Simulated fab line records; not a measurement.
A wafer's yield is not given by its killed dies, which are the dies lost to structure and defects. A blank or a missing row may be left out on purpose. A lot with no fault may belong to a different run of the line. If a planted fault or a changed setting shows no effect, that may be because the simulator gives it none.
fab line records | flow sky130
record: lots: 11 | wafers: 33 | last-day: 50
route steps=708 shown LDD_N@246 LDD_HVN@276 LDD_HVP@287 SPACER@306
lots that met no fault: taken from a fault-free run of the same line
start-h: start of the lot's first displayed wafer, in hours after the record's first day | wait-h: hours elapsed since this lot's preceding step | " as in the row above | L1.1+2: one row covering several wafers at once | - no value, or no start given | * or withheld: withheld | < > ~ a bound
route shown NAME@n: a module of which the file shows steps, and the number in the route of the first | usual: the fault-free wafers' mean and standard deviation | same: alike in all rows | chamber/n: place in a boat | sites: each site's reading | _std_site: how widely they spread, as a standard deviation | _edge_site: inner sites' mean taken away from outer sites' mean | radius-mm: for every site, how far away it sits from the centre of the wafer | mask NAME#n: copy n | behind: the last tool/chamber to shape the wafer | hold: the reason the lot was held/the length of the hold in hours/how it ended | device: the transistor (n, p or np) that didn't switch | end of line: at the end of the route, the tests of the same wafers | where a step has no rows: the recipe by itself | killed: at the first sort, the dies lost to defects and structure; wafer yield is something else | map: dies across one wafer; x = killed, . = not, _ = none there
set.NAME: the setting as run; set.NAME@STEP: as run at that earlier step | model.NAME: the simulator's own value behind a step, which no gauge read
the route's steps for a sample of lots (tables are steps, rows are wafers)
services: a tool's chamber out of use, with start hour (start-h, from the record's first day; less than 0 if before it), hours out, and reason
== steps ==
step: SKY_LDD_N_IMPLANT_09
recipe: species: As | energy-kev: 20 | dose-cm2: 7.5e+13 | tilt-deg: withheld | rotation-deg: 113
usual: beam-on-s: 10.02/0.2 | dose-ions-cm2: 7.5e+13/8.1e+10 | faraday-current-uA: 422/8.5
lot.wafer | tool         | chamber | start-h | wait-h | beam-on-s | dose-ions-cm2 | faraday-current-uA
L260.1    | implanter-03 | 0       | 437.71  | 0.1    | 10.51     | 7.495e+13     | 401
L260.2    | "            | 0       | "       | "      | 10.03     | 7.491e+13     | 423
L260.6    | "            | 0       | "       | "      | 10.20     | 7.491e+13     | 414
L261.1    | implanter-02 | 0       | 449.67  | 0.1    | 10.06     | 7.503e+13     | 421
L261.2    | "            | 0       | "       | "      | 10.07     | 7.503e+13     | 418
L261.4    | "            | 0       | "       | "      | 9.98      | 7.513e+13     | 424
L262.2    | implanter-02 | 0       | 465.05  | 0.1    | 9.82      | 7.498e+13     | 431
L262.3    | "            | 0       | "       | "      | 9.91      | 7.503e+13     | 426
L262.4    | "            | 0       | "       | "      | 10.33     | 7.511e+13     | 408
L263.1    | implanter-02 | 0       | 476.49  | 0.1    | 9.74      | 7.507e+13     | 434
L263.3    | "            | 0       | "       | "      | 9.80      | 7.504e+13     | 432
L263.5    | "            | 0       | "       | "      | 10.22     | 7.514e+13     | 413
L264.4    | implanter-04 | 0       | 480.34  | 0.1    | 10.08     | 7.514e+13     | 420
L264.5    | "            | 0       | "       | "      | 10.10     | 7.505e+13     | 421
L264.6    | "            | 0       | "       | "      | 10.03     | 7.504e+13     | 422
L268.2    | implanter-02 | 0       | 510.70  | 0.1    | 10.47     | 9.7e+13       | 519
L268.4    | "            | 0       | "       | "      | 10.82     | 9.697e+13     | 504
L268.5    | "            | 0       | "       | "      | 10.44     | 9.692e+13     | 524
L270.1    | implanter-02 | 0       | 531.43  | 0.1    | 10.48     | 9.703e+13     | 522
L270.3    | "            | 0       | "       | "      | 10.63     | 9.703e+13     | 513
L270.6    | "            | 0       | "       | "      | 10.53     | 9.69e+13      | 521
L274.3    | implanter-04 | 0       | 560.01  | 0.1    | 10.05     | 7.497e+13     | 420
L274.4    | "            | 0       | "       | "      | 10.32     | 7.492e+13     | 409
L274.5    | "            | 0       | "       | "      | 10.43     | 7.496e+13     | 405
L276.1    | implanter-03 | 0       | 576.84  | 0.1    | 10.01     | 7.495e+13     | 422
L276.3    | "            | 0       | "       | "      | 10.07     | 7.497e+13     | 421
L276.5    | "            | 0       | "       | "      | 10.19     | 7.498e+13     | 413
L278.1    | implanter-04 | 0       | 606.61  | 0.1    | 9.94      | 7.491e+13     | 427
L278.5    | "            | 0       | "       | "      | 10.17     | 7.508e+13     | 415
L278.6    | "            | 0       | "       | "      | 9.95      | 7.499e+13     | 426
L279.3    | implanter-03 | 0       | 617.38  | 0.1    | 10.19     | 7.495e+13     | 414
L279.4    | "            | 0       | "       | "      | 10.11     | 7.507e+13     | 419
L279.5    | "            | 0       | "       | "      | 10.21     | 7.493e+13     | 414
step: SKY_LDD_N_STRIP_16
recipe: chemistry: O2/N2 | power-w: 1400 | pressure-mtorr: 1500 | platen-temp-c: withheld | o2-flow-sccm: 3000 | n2-flow-sccm: 300 | overash-fraction: 0.5
usual: drypump-motor-current-A: 6.13/0.19 | oes-product-au: 0.406/0.0041 | strip-time-to-endpoint-s: 4.315/0.016
lot.wafer | tool            | chamber | start-h | wait-h | drypump-motor-current-A | oes-product-au | rf-hours-counter-h | strip-time-to-endpoint-s
L260.1    | plasma-asher-04 | 0       | 438.76  | 0.1    | 6.27                    | 0.413          | 1                  | 4.298
L260.2    | "               | 1       | "       | "      | 6.08                    | 0.402          | 1                  | 4.307
L260.6    | "               | 0       | "       | "      | 6.26                    | 0.403          | -                  | 4.310
L261.1    | plasma-asher-04 | 1       | 450.72  | 0.1    | 6.10                    | 0.403          | 2                  | 4.335
L261.2    | "               | 0       | "       | "      | 6.24                    | 0.405          | 2                  | 4.326
L261.4    | "               | 1       | "       | "      | 6.10                    | 0.405          | -                  | 4.337
L262.2    | plasma-asher-04 | 0       | 466.08  | 0.1    | 6.23                    | 0.405          | 4                  | 4.317
L262.3    | "               | 0       | "       | "      | 6.21                    | 0.403          | -                  | 4.301
L262.4    | "               | 1       | "       | "      | 6.11                    | 0.404          | -                  | 4.312
L263.1    | plasma-asher-02 | 1       | 477.54  | 0.1    | 6.33                    | 0.404          | 69                 | 4.313
L263.3    | "               | 0       | "       | "      | 6.14                    | 0.401          | -                  | 4.310
L263.5    | "               | 0       | "       | "      | 6.08                    | 0.414          | -                  | 4.321
L264.4    | plasma-asher-03 | 0       | 481.35  | 0.1    | 5.71                    | 0.410          | -                  | 4.307
L264.5    | "               | 1       | "       | "      | 6.19                    | 0.401          | -                  | 4.312
L264.6    | "               | 0       | "       | "      | 5.72                    | 0.408          | -                  | 4.305
L268.2    | plasma-asher-02 | 1       | 511.73  | 0.1    | 6.32                    | 0.406          | 73                 | 4.362
L268.4    | "               | 1       | "       | "      | 6.32                    | 0.412          | -                  | 4.357
L268.5    | "               | 1       | "       | "      | 6.33                    | 0.402          | -                  | 4.363
L270.1    | plasma-asher-02 | 1       | 532.48  | 0.1    | 6.33                    | 0.412          | 75                 | 4.387
L270.3    | "               | 1       | "       | "      | 6.35                    | 0.413          | -                  | 4.405
L270.6    | "               | 1       | "       | "      | 6.36                    | 0.410          | -                  | 4.398
L274.3    | plasma-asher-03 | 1       | 561.05  | 0.1    | 6.18                    | 0.404          | -                  | 4.350
L274.4    | "               | 0       | "       | "      | 5.72                    | 0.408          | -                  | 4.325
L274.5    | "               | 1       | "       | "      | 6.18                    | 0.407          | -                  | 4.344
L276.1    | plasma-asher-03 | 1       | 577.89  | 0.1    | 6.18                    | 0.410          | 42                 | 4.310
L276.3    | "               | 0       | "       | "      | 5.70                    | 0.414          | -                  | 4.317
L276.5    | "               | 0       | "       | "      | 5.71                    | 0.409          | -                  | 4.299
L278.1    | plasma-asher-03 | 0       | 607.66  | 0.1    | 5.69                    | 0.407          | 45                 | 4.309
L278.5    | "               | 1       | "       | "      | 6.17                    | 0.406          | -                  | 4.339
L278.6    | "               | 0       | "       | "      | 5.69                    | 0.407          | -                  | 4.303
L279.3    | plasma-asher-04 | 1       | 618.41  | 0.1    | 6.11                    | 0.403          | -                  | 4.328
L279.4    | "               | 0       | "       | "      | 6.25                    | 0.405          | -                  | 4.343
L279.5    | "               | 0       | "       | "      | 6.26                    | 0.408          | -                  | 4.331
step: SKY_LDD_HVN_STRIP_09
recipe: chemistry: O2/N2 | power-w: 1400 | pressure-mtorr: 1500 | platen-temp-c: withheld | o2-flow-sccm: 3000 | n2-flow-sccm: 300 | overash-fraction: 0.5
usual: drypump-motor-current-A: 5.97/0.26 | oes-product-au: 0.409/0.005 | strip-time-to-endpoint-s: 4.135/0.013
lot.wafer | tool            | chamber | start-h | wait-h | drypump-motor-current-A | oes-product-au | rf-hours-counter-h | strip-time-to-endpoint-s
L260.1    | plasma-asher-01 | 1       | 500.27  | 0.1    | 5.42                    | 0.407          | 82                 | 4.124
L260.2    | "               | 0       | "       | "      | 5.84                    | 0.409          | 82                 | 4.134
L260.6    | "               | 1       | "       | "      | 5.46                    | 0.399          | -                  | 4.142
L261.1    | plasma-asher-01 | 1       | 512.67  | 0.1    | 5.48                    | 0.409          | 83                 | 4.140
L261.2    | "               | 0       | "       | "      | 5.83                    | 0.413          | 83                 | 4.127
L261.4    | "               | 1       | "       | "      | 5.47                    | 0.415          | -                  | 4.158
L262.2    | plasma-asher-04 | 1       | 526.98  | 0.1    | 6.12                    | 0.405          | 9                  | 4.141
L262.3    | "               | 0       | "       | "      | 6.22                    | 0.407          | -                  | 4.139
L262.4    | "               | 1       | "       | "      | 6.10                    | 0.417          | -                  | 4.138
L263.1    | plasma-asher-04 | 0       | 538.58  | 0.1    | 6.25                    | 0.404          | 11                 | 4.165
L263.3    | "               | 1       | "       | "      | 6.10                    | 0.411          | -                  | 4.141
L263.5    | "               | 1       | "       | "      | 6.09                    | 0.415          | -                  | 4.135
L264.4    | plasma-asher-04 | 0       | 542.70  | 0.1    | 6.20                    | 0.403          | -                  | 4.144
L264.5    | "               | 1       | "       | "      | 6.11                    | 0.410          | -                  | 4.138
L264.6    | "               | 0       | "       | "      | 6.21                    | 0.403          | -                  | 4.149
L268.2    | plasma-asher-03 | 1       | 571.18  | 0.1    | 6.19                    | 0.405          | 42                 | 4.104
L268.4    | "               | 0       | "       | "      | 5.71                    | 0.409          | -                  | 4.118
L268.5    | "               | 1       | "       | "      | 6.19                    | 0.407          | -                  | 4.116
L270.1    | plasma-asher-04 | 0       | 592.03  | 0.1    | 6.20                    | 0.402          | 16                 | 4.150
L270.3    | "               | 1       | "       | "      | 6.10                    | 0.406          | -                  | 4.141
L270.6    | "               | 1       | "       | "      | 6.11                    | 0.408          | -                  | 4.167
L274.3    | plasma-asher-03 | 1       | 621.00  | 0.1    | 6.17                    | 0.408          | -                  | 4.115
L274.4    | "               | 0       | "       | "      | 5.71                    | 0.409          | -                  | 4.110
L274.5    | "               | 0       | "       | "      | 5.71                    | 0.409          | -                  | 4.124
L276.1    | plasma-asher-03 | 0       | 636.58  | 0.1    | 5.72                    | 0.415          | 49                 | 4.131
L276.3    | "               | 1       | "       | "      | 6.18                    | 0.415          | -                  | 4.150
L276.5    | "               | 0       | "       | "      | 5.72                    | 0.408          | -                  | 4.144
L278.1    | plasma-asher-03 | 0       | 665.71  | 0.1    | 5.69                    | 0.407          | 52                 | 4.148
L278.5    | "               | 0       | "       | "      | 5.69                    | 0.419          | -                  | 4.128
L278.6    | "               | 1       | "       | "      | 6.17                    | 0.411          | -                  | 4.118
L279.3    | plasma-asher-04 | 0       | 675.46  | 0.1    | 6.23                    | 0.406          | -                  | 4.132
L279.4    | "               | 1       | "       | "      | 6.10                    | 0.411          | -                  | 4.143
L279.5    | "               | 0       | "       | "      | 6.24                    | 0.400          | -                  | 4.131
step: SKY_LDD_HVP_STRIP_09
recipe: chemistry: O2/N2 | power-w: 1400 | pressure-mtorr: 1500 | platen-temp-c: withheld | o2-flow-sccm: 3000 | n2-flow-sccm: 300 | overash-fraction: 0.5
usual: drypump-motor-current-A: 5.9/0.31 | oes-product-au: 0.409/0.0044 | strip-time-to-endpoint-s: 4.139/0.01
lot.wafer | tool            | chamber | start-h | wait-h | drypump-motor-current-A | oes-product-au | rf-hours-counter-h | strip-time-to-endpoint-s
L260.1    | plasma-asher-02 | 0       | 530.29  | 0.1    | 6.1                     | 0.409          | 75                 | 4.135
L260.2    | "               | 1       | "       | "      | 6.3                     | 0.422          | 75                 | 4.141
L260.6    | "               | 0       | "       | "      | 6.1                     | 0.406          | -                  | 4.126
L261.1    | plasma-asher-01 | 0       | 543.37  | 0.1    | 5.8                     | 0.407          | 86                 | 4.147
L261.2    | "               | 1       | "       | "      | 5.5                     | 0.406          | 86                 | 4.146
L261.4    | "               | 1       | "       | "      | 5.5                     | 0.410          | -                  | 4.140
L262.2    | plasma-asher-04 | 0       | 557.44  | 0.1    | 6.3                     | 0.411          | 13                 | 4.153
L262.3    | "               | 0       | "       | "      | 6.2                     | 0.408          | -                  | 4.148
L262.4    | "               | 1       | "       | "      | 6.1                     | 0.414          | -                  | 4.122
L263.1    | plasma-asher-02 | 0       | 568.29  | 0.1    | 6.0                     | 0.401          | 79                 | 4.144
L263.3    | "               | 1       | "       | "      | 6.3                     | 0.416          | -                  | 4.144
L263.5    | "               | 0       | "       | "      | 6.1                     | 0.414          | -                  | 4.140
L264.4    | plasma-asher-01 | 0       | 571.56  | 0.1    | 5.8                     | 0.407          | -                  | 4.138
L264.5    | "               | 0       | "       | "      | 5.8                     | 0.404          | -                  | 4.140
L264.6    | "               | 1       | "       | "      | 5.5                     | 0.404          | -                  | 4.131
L268.2    | plasma-asher-01 | 0       | 601.19  | 0.1    | 5.8                     | 0.418          | 92                 | 4.137
L268.4    | "               | 1       | "       | "      | 5.5                     | 0.412          | -                  | 4.144
L268.5    | "               | 1       | "       | "      | 5.5                     | 0.409          | -                  | 4.139
L270.1    | plasma-asher-01 | 1       | 621.38  | 0.1    | 5.5                     | 0.406          | 93                 | 4.127
L270.3    | "               | 0       | "       | "      | 5.8                     | 0.407          | -                  | 4.136
L270.6    | "               | 0       | "       | "      | 5.8                     | 0.410          | -                  | 4.134
L274.3    | plasma-asher-01 | 1       | 649.66  | 0.1    | 5.5                     | 0.410          | -                  | 4.122
L274.4    | "               | 0       | "       | "      | 5.8                     | 0.416          | -                  | 4.133
L274.5    | "               | 0       | "       | "      | 5.8                     | 0.403          | -                  | 4.143
L276.1    | plasma-asher-02 | 0       | 665.24  | 0.1    | 6.1                     | 0.413          | 87                 | 4.139
L276.3    | "               | 1       | "       | "      | 6.3                     | 0.412          | -                  | 4.139
L276.5    | "               | 0       | "       | "      | 6.0                     | 0.409          | -                  | 4.134
L278.1    | plasma-asher-04 | 1       | 694.78  | 0.1    | 6.1                     | 0.407          | 28                 | 4.132
L278.5    | "               | 1       | "       | "      | 6.1                     | 0.411          | -                  | 4.151
L278.6    | "               | 0       | "       | "      | 6.2                     | 0.403          | -                  | 4.126
L279.3    | plasma-asher-02 | 1       | 703.71  | 0.1    | 6.4                     | 0.406          | -                  | 4.130
L279.4    | "               | 0       | "       | "      | 6.1                     | 0.408          | -                  | 4.140
L279.5    | "               | 0       | "       | "      | 6.1                     | 0.409          | -                  | 4.139
step: SKY_SPACER_ETCHBACK_02
recipe: chemistry: CH3F/O2 | target: Si3N4 | stop-on: SiO2 | source-w: 400 | bias-w: 80 | pressure-mtorr: 25 | ch3f-flow-sccm: 40 | O2_flow_sccm: 30 | time-s: 46.7 | target-depth-a: 450
usual: drypump-motor-current-A: 5.8/0.57 | oes-product-au: 0.855/0.0066 | throttle-valve-pct: 10.563/0.0094
same: time-s: 46.7
lot.wafer | tool        | chamber | start-h | wait-h | drypump-motor-current-A | oes-product-au | rf-hours-counter-h | throttle-valve-pct
L260.1    | rie-diel-03 | 3       | 564.15  | 0.1    | 6.4                     | 0.853          | 39                 | 10.567
L260.2    | "           | 2       | "       | "      | 5.7                     | 0.853          | 46                 | 10.553
L260.6    | "           | 2       | "       | "      | 5.7                     | 0.862          | -                  | 10.577
L261.1    | rie-diel-04 | 1       | 575.90  | 0.1    | 5.0                     | 0.854          | 12                 | 10.573
L261.2    | "           | 3       | "       | "      | 5.2                     | 0.859          | 5                  | 10.554
L261.4    | "           | 0       | "       | "      | 6.0                     | 0.858          | 8                  | 10.567
L262.2    | rie-diel-04 | 2       | 590.09  | 0.0    | 5.9                     | 0.847          | 28                 | 10.560
L262.3    | "           | 0       | "       | "      | 6.0                     | 0.857          | 8                  | 10.552
L262.4    | "           | 1       | "       | "      | 5.0                     | 0.849          | 12                 | 10.567
L263.1    | rie-diel-04 | 3       | 602.63  | 0.1    | 5.2                     | 0.857          | 5                  | 10.561
L263.3    | "           | 2       | "       | "      | 5.9                     | 0.849          | 28                 | 10.556
L263.5    | "           | 3       | "       | "      | 5.2                     | 0.848          | -                  | 10.560
L264.4    | rie-diel-03 | 2       | 605.34  | 0.0    | 5.7                     | 0.864          | 46                 | 10.563
L264.5    | "           | 3       | "       | "      | 6.4                     | 0.865          | -                  | 10.567
L264.6    | "           | 0       | "       | "      | 5.7                     | 0.866          | -                  | 10.552
L268.2    | rie-diel-02 | 1       | 634.07  | 0.0    | 4.8                     | 0.846          | 10                 | 10.560
L268.4    | "           | 2       | "       | "      | 5.5                     | 0.850          | 5                  | 10.560
L268.5    | "           | 2       | "       | "      | 5.5                     | 0.849          | -                  | 10.580
L270.1    | rie-diel-02 | 2       | 652.79  | 0.1    | 5.4                     | 0.850          | 5                  | 10.544
L270.3    | "           | 3       | "       | "      | 6.6                     | 0.855          | 2                  | 10.564
L270.6    | "           | 3       | "       | "      | 6.6                     | 0.854          | -                  | 10.551
L274.3    | rie-diel-02 | 2       | 680.30  | 0.0    | 5.4                     | 0.856          | 6                  | 10.567
L274.4    | "           | 0       | "       | "      | 6.2                     | 0.858          | 0                  | 10.545
L274.5    | "           | 0       | "       | "      | 6.2                     | 0.856          | -                  | 10.587
L276.1    | rie-diel-03 | 0       | 698.89  | 0.1    | 5.7                     | 0.850          | 4                  | 10.561
L276.3    | "           | 1       | "       | "      | 6.6                     | 0.852          | 1                  | 10.563
L276.5    | "           | 0       | "       | "      | 5.7                     | 0.849          | -                  | 10.555
L278.1    | rie-diel-03 | 3       | 725.58  | 0.1    | 6.4                     | 0.860          | 43                 | 10.553
L278.5    | "           | 1       | "       | "      | 6.6                     | 0.859          | -                  | 10.551
L278.6    | "           | 2       | "       | "      | 5.7                     | 0.855          | -                  | 10.569
L279.3    | rie-diel-03 | 3       | 734.14  | 0.0    | 6.4                     | 0.852          | 43                 | 10.547
L279.4    | "           | 0       | "       | "      | 5.7                     | 0.842          | 5                  | 10.561
L279.5    | "           | 1       | "       | "      | 6.7                     | 0.855          | -                  | 10.564
== services ==
tool            | chamber | start-h | hours | kind
implanter-03    | -       | 414.65  | 2.5   | repair
implanter-02    | -       | 417.20  | 6.1   | repair
plasma-asher-04 | -       | 421.25  | 9.0   | pm
implanter-04    | -       | 423.47  | 4.1   | pm
implanter-03    | -       | 459.59  | 5.9   | repair
plasma-asher-04 | -       | 471.61  | 11.1  | repair
plasma-asher-01 | -       | 473.88  | 1.2   | repair
implanter-04    | -       | 486.94  | 24.7  | repair
plasma-asher-01 | -       | 491.65  | 4.8   | repair
plasma-asher-03 | -       | 522.08  | 15.6  | pm
plasma-asher-01 | -       | 527.63  | 2.8   | pm
rie-diel-02     | 3       | 547.82  | 14.2  | repair
rie-diel-03     | 2       | 551.29  | 3.4   | repair
rie-diel-04     | 0       | 555.26  | 4.6   | repair
plasma-asher-04 | -       | 564.10  | 0.8   | repair
plasma-asher-02 | -       | 581.26  | 2.8   | pm
plasma-asher-02 | -       | 619.50  | 15.6  | pm
rie-diel-03     | 3       | 638.15  | 3.8   | repair
plasma-asher-03 | -       | 643.88  | 1.2   | repair
plasma-asher-01 | -       | 661.18  | 11.0  | repair
implanter-02    | -       | 671.65  | 0.5   | repair
plasma-asher-03 | -       | 674.02  | 4.0   | pm
plasma-asher-04 | -       | 724.47  | 0.4   | repair
plasma-asher-01 | -       | 733.75  | 9.0   | pm
== key ==
first-sign: step: SKY_LDD_N_IMPLANT_09 | reading: dose-ions-cm2 | direction: up | sigmas: 99+ | usual: * | struck: *
effect: step: SKY_LDD_N_IMPLANT_09 | reading: faraday-current-uA | direction: up | sigmas: 11 | usual: 422 | struck: 517
effect: step: SKY_LDD_N_STRIP_16 | reading: strip-time-to-endpoint-s | direction: up | sigmas: 4 | usual: * | struck: *
met-at SKY_LDD_N_IMPLANT_09
struck-lots L268,L270
tester-left-out L268,L270
not-acting-at SKY_LDD_HVN_STRIP_09,SKY_LDD_HVP_STRIP_09,SKY_SPACER_ETCHBACK_02
onset-between 476.49 510.70
fault: kind: process-parameter-drift | tool: implanter-02 | chamber: - | onset-h: 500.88 | steps: SKY_LDD_N_IMPLANT_09 | channel: dose-cm2 | offset: * | shape: step | end-h: 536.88 | acts-in: * | stated: *
tester-left-out: of these lots the tester's yield and bins aren't shown, on N5 and GAA mostly nor the transistor test; their killed dies are dies lost to structure and defects alone, not to doping, threshold or leakage, so they don't give the yield
